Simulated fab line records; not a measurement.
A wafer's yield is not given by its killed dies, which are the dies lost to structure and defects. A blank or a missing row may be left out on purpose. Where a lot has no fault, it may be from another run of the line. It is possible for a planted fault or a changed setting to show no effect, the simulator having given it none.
Struck lot and sound lot, side by side / flow gf180mcu / 17 out of 602 route steps
Sound: these wafers, L819.3, L819.5, L819.6. Wafers struck: L808.3, L808.4, L808.6. The cause comes at the end.
Order at every step that has rows: each side's tool, ch and its chambers, its first start. Under that, the readings that differ: sound wafers / struck wafers / difference of the means / sigmas: that difference in standard deviations of wafers without a fault.
alike: words and numbers the same on both sides, and readings whose means are apart by under 2 such deviations; not compared: readings that were withheld, readings missing a value for some wafer, numbers with overlapping values and no deviation given by the record, and bounds like >300 which may hide the same value.
A row with sigmas, a row that says differs or no value, or rows on one side alone: a step with any of these is where the two part. When numbers do not overlap yet have no deviation, they are printed without sigmas and do not part them. A reading missing from all wafers of one side parts the sides only when that side holds two or more wafers.

first, 1 step without rows for these wafers: GF_STI_OXIDATION_01 (stabilise 600 s, purge 300 s, target thk 10 nm).
GF_STI_THK_MEAS_02:
  struck on film-metro-01, day 2 17:32; sound on film-metro-03, day 5 00:44
  alike: STI_OXIDATION_THK
then, 1 step without rows for these wafers: GF_STI_CVD_03 (deposits Si3N4 from DCS/NH3, target thk 207.16 nm, time 3551 s).
GF_STI_THK_MEAS_04:
  struck on film-metro-01, day 2 20:34; sound on film-metro-03, day 5 03:47
  alike: STI_CVD_03_THK
then, 7 steps without rows for these wafers: GF_STI_DEHYDRATE_05 (time 60 s); GF_STI_HMDS_06 (prime time 60 s); GF_STI_COAT_07 (resist thk 700 nm); GF_STI_SOFTBAKE_08 (time 60 s); GF_STI_EXPOSE_09 (exposes mask COMP, target cd 220 nm); GF_STI_PEB_10 (peb time 90 s); GF_STI_DEVELOP_11 (develop time 60 s).
GF_STI_CD_MEAS_12 targets a cd of 220 nm.
  struck on cd-sem-02, day 3 09:37; sound on cd-sem-01, day 5 17:52
  alike: cd-nm
GF_STI_ETCH_13: etches the open film in CHF3/O2, stops on Si, target depth 282.31 nm, time 112.9 s.
  sound on rie-diel-01 ch 0,2,3, day 5 17:56; struck on rie-diel-02 ch 0,1,3, day 3 09:42
  no value came back on the struck wafers for any of 5 readings (O2_flow_sccm (sccm), bias-w (W) and others); on the sound wafers O2_flow_sccm (sccm) reads 5.003 5.011 5.017
reading=model.KrF_of_STI_COAT_07.thk-nm (nm); sound=444.6 441.3 444.3; struck=682.9 683.6 682.4; difference=+239.6; sigmas=
  not compared: rf-hours-counter-h
GF_STI_ETCH_14: etches Si in HBr/Cl2/O2, target depth 360 nm, time 102.9 s.
  sound on rie-si-02 ch 0,1,3, day 5 18:01; struck on rie-si-01 ch 2,3, day 3 09:47
reading=model.KrF_of_STI_COAT_07.thk-nm (nm); sound=322.4 318.1 323.8; struck=559.3 563.1 560.7; difference=+239.6; sigmas=
  alike: HBr_flow_sccm, O2_flow_sccm, drypump-motor-current-A, oes-product-au, throttle-valve-pct
  not compared: rf-hours-counter-h
GF_STI_STRIP_15: strips in O2/N2.
  sound on plasma-asher-02 ch 0,1, day 5 18:08; struck on plasma-asher-01 ch 0,1, day 3 09:53
reading=heater-power-w (W); sound=347 334 357; struck=284 305 306; difference=-48; sigmas=-2
reading=oes-product-au (a.u.); sound=0.386 0.390 0.391; struck=0.480 0.491 0.485; difference=+0.096; sigmas=+20
reading=strip-time-to-endpoint-s (s); sound=3.75 3.71 3.77; struck=6.19 6.22 6.20; difference=+2.46; sigmas=+66
  alike: drypump-motor-current-A
  not compared: rf-hours-counter-h
then, 1 step without rows for these wafers: GF_STI_CLEAN_16 (cleans in dHF, time 25 s).
-- the record jumps here: 28 days lie between the struck wafers' starts before and after (it left off in module STI and takes up again in module PASSIVATION, whose first step shown is number 602 of the route) --
GF_PASSIVATION_PROBE_99:
  only the struck wafers here have rows in the record (prober-02, day 31 07:34); the sound ones have none

## WHERE THEY PART
Earliest at GF_STI_ETCH_13; latest, in this record, at GF_PASSIVATION_PROBE_99.

WHY: the cause the simulator had injected
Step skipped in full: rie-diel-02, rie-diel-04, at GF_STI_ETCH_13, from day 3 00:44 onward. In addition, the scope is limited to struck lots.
